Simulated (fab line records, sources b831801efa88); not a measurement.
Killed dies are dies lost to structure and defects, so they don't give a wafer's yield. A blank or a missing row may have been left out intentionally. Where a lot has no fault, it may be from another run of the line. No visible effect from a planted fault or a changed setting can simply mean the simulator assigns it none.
Tool commonality check	flow sky130	30 wafers sampled across 10 lots

WHAT PROMPTED THE OPENING
SKY_POLY_GATE_THK_MEAS_01, reading POLY_GATE_CVD_00_THK: flagged on 3 of 10 lots. Fault-free wafers read 179.9 nm, with a standard deviation of 1.6.
Rule: a lot gets a flag if all its wafers with a number sit over 4 standard deviations from that mean, or if no wafer of it has a number. As for the other lots, they are considered sound.

lot	measured	on	POLY_GATE_CVD_00_THK (nm), wafer by wafer	flag
L194	day 14 04:28	film_metro-03	182.3 184.2 183.6	
L197	day 15 08:17	film_metro-01	178.3 180.6 180.1	
L199	day 15 21:43	film_metro-02	180.9 180.2 179.4	
L200	day 16 06:12	film_metro-03	181.7 180.9 178.8	
L201	day 17 00:10	film_metro-02	182.5 182.8 181.0	
L202	day 17 00:10	film_metro-03	179.0 178.6 179.4	
L203	day 17 08:42	film_metro-02	179.9 180.2 180.5	
L209	day 19 17:05	film_metro-03	128.9 128.2 127.3	FLAGGED
L211	day 20 03:55	film_metro-02	127.5 128.0 127.4	FLAGGED
L210	day 20 05:43	film_metro-02	128.2 128.4 128.6	FLAGGED
Average over the flagged lots: 128.1 nm; offset from the usual -51.8 nm, equal to -32 standard deviations.

WHICH TOOL RAN EACH LOT
The record holds 2 process steps before the reading, out of a route of 708 steps. Read each cell as the tool, then ch plus the chambers that the sampled wafers visited, then the start.
lot	flag	SKY_NWELL_RTA_28	SKY_POLY_GATE_CVD_00
L194		rtp_anneal-01 ch 0, day 5 12:29	lpcvd-01 ch 0, day 14 03:16
L197		rtp_anneal-01 ch 0, day 6 10:17	lpcvd-01 ch 1, day 15 07:05
L199		rtp_anneal-02 ch 0, day 6 17:56	lpcvd-01 ch 1, day 15 20:31
L200		rtp_anneal-02 ch 0, day 7 00:46	lpcvd-01 ch 1, day 16 04:59
L201		rtp_anneal-01 ch 0, day 7 13:09	lpcvd-01 ch 1, day 16 22:58
L202		rtp_anneal-02 ch 0, day 7 11:47	lpcvd-01 ch 0, day 16 22:58
L203		rtp_anneal-02 ch 0, day 7 18:54	lpcvd-01 ch 1, day 17 07:28
L209	FLAGGED	rtp_anneal-02 ch 0, day 9 07:05	lpcvd-01 ch 1, day 19 15:53
L211	FLAGGED	rtp_anneal-01 ch 0, day 9 17:14	lpcvd-01 ch 0, day 20 02:07
L210	FLAGGED	rtp_anneal-02 ch 0, day 9 16:35	lpcvd-01 ch 1, day 20 03:55
What these steps do:
- SKY_NWELL_RTA_28: time 30 s.
- SKY_POLY_GATE_CVD_00: deposits poly-Si, target thk 180 nm, time 720 s.
- SKY_POLY_GATE_THK_MEAS_01

FLAGGED AGAINST TOTAL, ONE TOOL AT A TIME (gauges that did the reading follow at the end)
step	tool	lots run	flagged	share of the flagged lots	sound lots run after its first flagged lot
SKY_NWELL_RTA_28	rtp_anneal-01	4	1	some	0
SKY_NWELL_RTA_28	rtp_anneal-02	6	2	some	0
SKY_POLY_GATE_CVD_00	lpcvd-01	10	3	all	0
SKY_POLY_GATE_THK_MEAS_01	film_metro-01	1	0	none	-
SKY_POLY_GATE_THK_MEAS_01	film_metro-02	5	2	some	0
SKY_POLY_GATE_THK_MEAS_01	film_metro-03	4	1	some	0

WHAT THE TABLE ALLOWS
1 row of the table ran every flagged lot: lpcvd-01 at SKY_POLY_GATE_CVD_00.
- lpcvd-01 at SKY_POLY_GATE_CVD_00 ran 10 lots, 3 of them flagged. Its last sound lot is L203 (day 17 07:28), its first flagged lot L209 (day 19 15:53): a fault that began between those two fits. Its own readings (spike_tc_bottom_C, spike_tc_centre_C, spike_tc_lower_C, spike_tc_top_C, spike_tc_upper_C, susceptor_temp_C) fall more than 4 standard deviations out on all wafers of the flagged lots.
Left over: one tool, lpcvd-01 at SKY_POLY_GATE_CVD_00.

WHAT THE SIMULATOR PUT IN
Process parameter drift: lpcvd-01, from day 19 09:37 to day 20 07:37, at SKY_POLY_GATE_CVD_00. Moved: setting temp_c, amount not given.
Shown lots that were struck: L209, L211, L210. The same result came from the rule above.
